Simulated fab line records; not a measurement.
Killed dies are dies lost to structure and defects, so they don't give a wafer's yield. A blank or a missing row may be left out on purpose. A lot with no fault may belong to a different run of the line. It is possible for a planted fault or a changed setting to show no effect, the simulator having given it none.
What tool caused it? + flow sky130 + 12 lots, 36 wafers sampled, at 3 steps of a route of 708

== WHAT THE GAUGES SHOWED, per wafer ==
SKY_SONOS_ONO_THK_MEAS_03. Usual: SONOS_ONO_CVD_02_THK 10.52 nm, standard deviation 0.12.
| lot  | measured     | on           | SONOS_ONO_CVD_02_THK (nm) | flag |
|------|--------------|--------------|---------------------------|------|
| L624 | day 12 18:39 | filmMetro-03 | 10.64 10.45 10.53         |      |
| L627 | day 13 16:32 | filmMetro-03 | 10.34 10.43 10.50         |      |
| L626 | day 13 17:35 | filmMetro-01 | 10.63 10.50 10.56         |      |
| L628 | day 14 08:35 | filmMetro-03 | 10.74 10.59 10.73         |      |
| L630 | day 14 22:32 | filmMetro-04 | 10.44 10.40 10.33         |      |
| L633 | day 15 05:56 | filmMetro-04 | 10.39 10.42 10.33         |      |
| L640 | day 17 03:03 | filmMetro-01 | 10.56 10.38 10.45         |      |
| L641 | day 17 15:53 | filmMetro-04 | 10.51 10.50 10.63         |      |
| L642 | day 17 22:44 | filmMetro-01 | 10.59 10.53 10.56         |      |
| L644 | day 18 09:00 | filmMetro-03 | 10.46 10.44 10.48         |      |
| L645 | day 18 16:56 | filmMetro-04 | 10.68 10.75 10.72         |      |
| L647 | day 19 09:55 | filmMetro-01 | 10.59 10.77 10.65         |      |

SKY_LDD_N_OVL_MEAS_07. Usual: LDD_N_OVL 0.4 nm, standard deviation 1.3.
| lot  | measured     | on         | LDD_N_OVL (nm) | flag |
|------|--------------|------------|----------------|------|
| L624 | day 19 05:00 | overlay-02 | 1.0 1.6 1.2    |      |
| L627 | day 20 09:43 | overlay-02 | 0.1 0.9 0.6    |      |
| L626 | day 20 10:00 | overlay-02 | 0.0 1.1 -0.3   |      |
| L628 | day 21 03:20 | overlay-02 | -1.7 -0.7 -2.6 |      |
| L630 | day 21 14:36 | overlay-01 | 1.5 1.8 1.4    |      |
| L633 | day 22 04:34 | overlay-01 | -1.5 0.0 -1.7  |      |
| L640 | day 24 00:18 | overlay-02 | 1.8 -0.5 1.1   |      |
| L641 | day 24 16:09 | overlay-02 | 0.3 0.7 0.5    |      |
| L642 | day 24 17:09 | overlay-02 | -1.1 -2.3 -1.8 |      |
| L644 | day 25 00:49 | overlay-01 | 1.2 0.8 2.5    |      |
| L645 | day 25 14:30 | overlay-01 | 2.7 1.9 2.8    |      |
| L647 | day 26 00:59 | overlay-01 | 2.5 1.2 1.4    |      |

== WHICH TOOL RAN EACH LOT (tool, then ch and the chambers of the sampled wafers, then the start) ==
| lot  | SKY_SONOS_ONO_STRIP_17              |
|------|-------------------------------------|
| L624 | plasmaAsher-02 ch 0,1, day 13 21:25 |
| L627 | plasmaAsher-02 ch 0,1, day 14 20:22 |
| L626 | plasmaAsher-02 ch 0, day 14 21:46   |
| L628 | plasmaAsher-01 ch 0, day 15 14:25   |
| L630 | plasmaAsher-04 ch 1, day 16 03:11   |
| L633 | plasmaAsher-02 ch 0,1, day 16 10:55 |
| L640 | plasmaAsher-01 ch 0,1, day 18 08:26 |
| L641 | plasmaAsher-04 ch 0,1, day 18 22:12 |
| L642 | plasmaAsher-02 ch 0,1, day 19 04:22 |
| L644 | plasmaAsher-02 ch 0,1, day 19 15:11 |
| L645 | plasmaAsher-04 ch 0, day 20 00:58   |
| L647 | plasmaAsher-01 ch 0,1, day 20 18:19 |
- SKY_SONOS_ONO_STRIP_17: strips in O2/N2.

== WHAT THE TOOLS THEMSELVES READ (means of the sampled wafers that have a number; where no wafer has one, the mark that the record gives instead) ==
SKY_SONOS_ONO_STRIP_17. Usual: drypumpMotorCurrentA 5.5 A, standard deviation 0.53; o2FlowSccm 3000 sccm, standard deviation 8.5; oesProductAu 0.709 a.u., standard deviation 0.0048; stripTimeToEndpointS 14.10 s, standard deviation 0.045.
| lot  | tool           | drypumpMotorCurrentA (A) | o2FlowSccm (sccm) | oesProductAu (a.u.) | stripTimeToEndpointS (s) | flag |
|------|----------------|--------------------------|-------------------|---------------------|--------------------------|------|
| L624 | plasmaAsher-02 | 5.5                      | 3003              | 0.713               | 14.08                    |      |
| L627 | plasmaAsher-02 | 5.2                      | 3005              | 0.709               | 14.11                    |      |
| L626 | plasmaAsher-02 | 4.7                      | 2997              | 0.711               | 14.08                    |      |
| L628 | plasmaAsher-01 | 5.3                      | 2994              | 0.713               | 14.10                    |      |
| L630 | plasmaAsher-04 | 6.0                      | 2997              | 0.707               | 14.11                    |      |
| L633 | plasmaAsher-02 | 5.2                      | 2989              | 0.708               | 14.14                    |      |
| L640 | plasmaAsher-01 | 5.6                      | 3003              | 0.705               | 14.05                    |      |
| L641 | plasmaAsher-04 | 5.5                      | 3003              | 0.705               | 14.14                    |      |
| L642 | plasmaAsher-02 | 5.5                      | 2995              | 0.708               | 14.12                    |      |
| L644 | plasmaAsher-02 | 5.1                      | 2999              | 0.711               | 14.09                    |      |
| L645 | plasmaAsher-04 | 5.2                      | 3004              | 0.707               | 14.06                    |      |
| L647 | plasmaAsher-01 | 5.9                      | 3000              | 0.707               | 14.03                    |      |

== THE ANSWER, worked out from the rows above alone ==
Rule: lot off if the mean of its wafers having a number is beyond 3 standard deviations from the usual mean. A lot without any number at a reading at which 4 lots or more have one is off too. Any other lot the step has rows for is counted as sound. Order of review: gauges by route order, followed by the tools' own readings, for which a lot's mean as printed above is used. At the first step where some lot is off, the reading lying furthest off is the one used; lots without a number count as furthest.
Nothing can be told from this: no lot is off at any reading shown.

== WHAT HAD BEEN PUT IN BY THE SIMULATOR ==
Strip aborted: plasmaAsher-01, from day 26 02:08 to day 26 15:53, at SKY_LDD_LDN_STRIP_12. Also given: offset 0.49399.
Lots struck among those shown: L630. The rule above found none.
